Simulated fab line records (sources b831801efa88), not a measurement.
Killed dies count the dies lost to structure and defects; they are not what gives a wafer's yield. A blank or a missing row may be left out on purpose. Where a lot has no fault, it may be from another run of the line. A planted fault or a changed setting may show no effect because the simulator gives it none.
A sampling plan put to the test :: flow gf180mcu :: each of the 8 faults these records tell of, on one fab line, judged from the records of the lots it struck
The plan consists of the line's own looks: route steps at which the wafer is read by a gauge or an inspection but not changed. A look is open to judgement when struck wafers have a number at it and the file gives its usual mean and standard deviation on fault-free wafers. Caught: the struck wafers' mean, at a look after the fault's first step, is 4 or more of those standard deviations (sigma) away from the usual mean. On the tool: the same test on the tool's own readings at the fault's steps. If the struck wafers alone have a blank record, or they carry another recipe, that too counts as caught.

## THE FAULTS, as the simulator had put them in
1. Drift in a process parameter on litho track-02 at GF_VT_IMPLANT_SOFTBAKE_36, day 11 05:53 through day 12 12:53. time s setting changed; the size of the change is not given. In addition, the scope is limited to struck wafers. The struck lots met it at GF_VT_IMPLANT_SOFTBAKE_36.
2. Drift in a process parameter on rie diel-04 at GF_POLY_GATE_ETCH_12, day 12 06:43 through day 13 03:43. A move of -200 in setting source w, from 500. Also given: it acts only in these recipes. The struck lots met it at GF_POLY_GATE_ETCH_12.
3. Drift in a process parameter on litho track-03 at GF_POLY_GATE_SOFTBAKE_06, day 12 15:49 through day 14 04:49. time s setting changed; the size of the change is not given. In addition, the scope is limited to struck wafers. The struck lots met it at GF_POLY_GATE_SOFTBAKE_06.
4. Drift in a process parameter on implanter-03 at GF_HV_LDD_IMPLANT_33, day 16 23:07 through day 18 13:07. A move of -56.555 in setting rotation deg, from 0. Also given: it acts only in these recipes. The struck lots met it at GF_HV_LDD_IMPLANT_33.
5. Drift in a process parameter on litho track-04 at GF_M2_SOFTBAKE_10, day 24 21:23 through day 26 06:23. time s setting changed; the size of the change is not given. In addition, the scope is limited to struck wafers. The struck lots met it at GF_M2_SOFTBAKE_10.
6. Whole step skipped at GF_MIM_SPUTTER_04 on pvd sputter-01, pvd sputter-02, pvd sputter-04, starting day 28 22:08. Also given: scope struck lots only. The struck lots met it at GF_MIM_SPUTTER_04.
7. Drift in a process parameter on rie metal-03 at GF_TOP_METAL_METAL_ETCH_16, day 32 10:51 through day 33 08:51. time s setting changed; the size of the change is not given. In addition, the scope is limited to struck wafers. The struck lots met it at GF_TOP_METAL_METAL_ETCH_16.
8. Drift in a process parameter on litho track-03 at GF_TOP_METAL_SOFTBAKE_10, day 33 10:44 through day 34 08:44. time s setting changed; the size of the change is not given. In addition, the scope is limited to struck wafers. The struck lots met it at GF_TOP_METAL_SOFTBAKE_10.

## WHAT THE PLAN SAW
fault: 1
on the tool itself: run length s +66 sigma
first look that catches it: no look after it can be judged
reading, sigma: -
median hours from its first step to that look: -
hours from the fault's start to the first struck lot there: -
judged looks passed uncaught: 0

fault: 2
on the tool itself: rf fwd power W -99 or beyond sigma
first look that catches it: not the one look that can be judged after it
reading, sigma: -
median hours from its first step to that look: -
hours from the fault's start to the first struck lot there: -
judged looks passed uncaught: 1

fault: 3
on the tool itself: run length s +13 sigma
first look that catches it: no look after it can be judged
reading, sigma: -
median hours from its first step to that look: -
hours from the fault's start to the first struck lot there: -
judged looks passed uncaught: 0

fault: 4
on the tool itself: rotation deg -99 or beyond sigma
first look that catches it: not the one look that can be judged after it
reading, sigma: -
median hours from its first step to that look: -
hours from the fault's start to the first struck lot there: -
judged looks passed uncaught: 1

fault: 5
on the tool itself: run length s +5.7 sigma
first look that catches it: no look after it can be judged
reading, sigma: -
median hours from its first step to that look: -
hours from the fault's start to the first struck lot there: -
judged looks passed uncaught: 0

fault: 6
on the tool itself: the tool's record is blank for the struck wafers
first look that catches it: no look after it can be judged
reading, sigma: -
median hours from its first step to that look: -
hours from the fault's start to the first struck lot there: -
judged looks passed uncaught: 0

fault: 7
on the tool itself: run length s -23 sigma
first look that catches it: no look after it can be judged
reading, sigma: -
median hours from its first step to that look: -
hours from the fault's start to the first struck lot there: -
judged looks passed uncaught: 0

fault: 8
on the tool itself: heater power total W +41 sigma
first look that catches it: no look after it can be judged
reading, sigma: -
median hours from its first step to that look: -
hours from the fault's start to the first struck lot there: -
judged looks passed uncaught: 0
A dash: this means the fault isn't caught or the number doesn't appear in these records.

Caught at a look: 0 of 8. Caught on the tool: 8 of 8. By one or the other: 8 of 8.
Caught on the tool alone: faults 1, 2, 3, 4, 5, 6, 7, 8.
